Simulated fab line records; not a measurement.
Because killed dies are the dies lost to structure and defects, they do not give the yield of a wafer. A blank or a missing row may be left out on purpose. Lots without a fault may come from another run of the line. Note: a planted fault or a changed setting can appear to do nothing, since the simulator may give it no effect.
Matching of chambers || flow gf180mcu || 4 sister chambers for GF_STI_CMP_25 on cmp-02
The step polishes, stops on Si3N4, t overpolish 33 s, target thk 524.6 nm. 8 wafers are shown with their chamber, then 8 later ones without.

== WAFERS, EACH WITH ITS CHAMBER ==
{"wafer": "L839.4", "chamber": 2, "motor-current-A (A)": 11.0}
{"wafer": "L840.4", "chamber": 3, "motor-current-A (A)": 11.5}
{"wafer": "L842.2", "chamber": 0, "motor-current-A (A)": 11.6}
{"wafer": "L842.5", "chamber": 1, "motor-current-A (A)": 13.2}
{"wafer": "L843.1", "chamber": 0, "motor-current-A (A)": 11.6}
{"wafer": "L843.3", "chamber": 3, "motor-current-A (A)": 11.2}
{"wafer": "L843.6", "chamber": 1, "motor-current-A (A)": 13.4}
{"wafer": "L847.4", "chamber": 2, "motor-current-A (A)": 11.2}

== WAFERS WHOSE CHAMBER IS MISSING ==
{"wafer": "L847.5", "motor-current-A (A)": 14.2}
{"wafer": "L847.6", "motor-current-A (A)": 11.0}
{"wafer": "L856.2", "motor-current-A (A)": 11.4}
{"wafer": "L856.5", "motor-current-A (A)": 11.7}
{"wafer": "L856.6", "motor-current-A (A)": 11.3}
{"wafer": "L857.3", "motor-current-A (A)": 11.9}
{"wafer": "L857.4", "motor-current-A (A)": 13.2}
{"wafer": "L857.6", "motor-current-A (A)": 10.6}

== THE CHAMBER EACH PASSED THROUGH ==
{"wafer": "L847.5", "from the rows above": 1, "in truth": 1}
{"wafer": "L847.6", "from the rows above": "can't be placed: 2 or 3", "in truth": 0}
{"wafer": "L856.2", "from the rows above": "can't be placed: 3 or 0 or 2", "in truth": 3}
{"wafer": "L856.5", "from the rows above": "can't be placed: 0 or 3", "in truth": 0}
{"wafer": "L856.6", "from the rows above": "can't be placed: 3 or 2 or 0", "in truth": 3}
{"wafer": "L857.3", "from the rows above": "can't be placed: 0 or 3", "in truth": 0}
{"wafer": "L857.4", "from the rows above": 1, "in truth": 1}
{"wafer": "L857.6", "from the rows above": "can't be placed: 2 or 3", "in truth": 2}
Correctly placed: 2 of 8. Cannot be placed on the basis of these rows: 6; the candidates contain the true chamber in 5. Number placed wrongly: 0.
How it was worked out, from the rows above alone: a wafer's distance from a chamber is the root of the sum, over the readings, of the square of ((its reading less the chamber's mean) divided by the reading's scatter). The wafer belongs to the nearest chamber; if the next one is less than 2 further off, it can't be placed. Each chamber's mean is taken over the wafers shown for it. The scatter: the root of (the sum of the squares of (reading less its chamber's mean) over the shown wafers, divided by (wafers less chambers)).
